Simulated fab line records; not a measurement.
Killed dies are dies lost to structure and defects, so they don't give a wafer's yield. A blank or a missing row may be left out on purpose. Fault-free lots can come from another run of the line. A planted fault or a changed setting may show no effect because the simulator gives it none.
Problem report, 8D (eight disciplines) form, completed by code :: flow sky130 :: the parts of the form that need people (team, actions taken, sign-off) are left out

1. PROBLEM STATEMENT
At SKY_METAL4_SPUTTER_01, chamber pressure pa averages 0.3705 Pa over 6 wafers from 2 lots, while fault-free wafers read 0.3999 Pa, standard deviation 0.00081. Relative to the usual mean, that is a shift of -36 standard deviations.
The step: material TiN, target thk 20 nm, time 16.7 s.
Seen first at day 43 19:41 on pvd sputter-03, wafer L687.1. The record has a number at this step for 36 wafers belonging to 12 lots. The rule behind "out" and "out of limits": a value lying over 4 standard deviations away from the usual mean. The rest of the wafers with a number are treated as sound.

2. WHAT THIS IS AND IS NOT
question: which readings at this step
is: chamber pressure pa
is not: -

question: which lots
is: L687, L689
is not: L674, L676, L678, L679, L684, L685, L686, L688, L691, L696

question: which wafers of those lots
is: all that have a number
is not: -

question: read on which tools
is: pvd sputter-03
is not: pvd sputter-01, pvd sputter-04

question: when
is: from day 43 19:41
is not: up to then (21 sound wafers); but 9 sound wafers of L688, L691, L696 came after

3. THE SUSPECTS, EACH WITH WHAT RULES IT OUT
Counting: a tool stays on the suspect list if, at a process step up to the reading, it processed all lots that are out and no sound lot following the first of them.
- pvd sputter-03 at SKY_METAL4_SPUTTER_01 (material TiN, target thk 20 nm, time 16.7 s): kept. It processed each lot that is out, first L687 at day 43 19:41, and no sound lot thereafter; up to then, the last sound lot it processed was L686 at day 43 16:34. Out on those wafers are its own readings of chamber pressure pa.
After counting, what remains is pvd sputter-03 at SKY_METAL4_SPUTTER_01.

4. THE CAUSE (what the simulator had put in)
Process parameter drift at SKY_METAL4_SPUTTER_01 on pvd sputter-03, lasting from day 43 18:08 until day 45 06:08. The setting chamber pressure pa was moved by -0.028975, starting from 0.4. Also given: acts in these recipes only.
The count eliminated every tool but this one.

5. THE EFFECT CHAIN, in route order
Rows list readings where the struck wafers' mean (over those with a number) sits beyond 3 standard deviations from the usual. Readings are gone through only where the record gives a usual standard deviation; hours: the median, over the lots, of the time from a lot's start at the first step in this table giving one to that lot's start at this step; sigmas: the change measured in usual standard deviations.
hours: 0
step: SKY_METAL4_SPUTTER_01
reading: chamber pressure pa
usual: 0.3999 Pa
on struck wafers: 0.3705
change: -0.0294
sigmas: -36
Process steps it contains:
- SKY_METAL4_SPUTTER_01: material TiN, target thk 20 nm, time 16.7 s.
Later measuring or inspecting steps at which every struck wafer that the step has a row for has a number for every such reading, and none has moved that far: SKY_CAP2M_OVL_MEAS_12.

6. HOW IT WOULD HAVE BEEN CAUGHT EARLIER
The fault began at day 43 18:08; the first out-of-limits reading in this record came at day 43 19:41, 2 hours later.
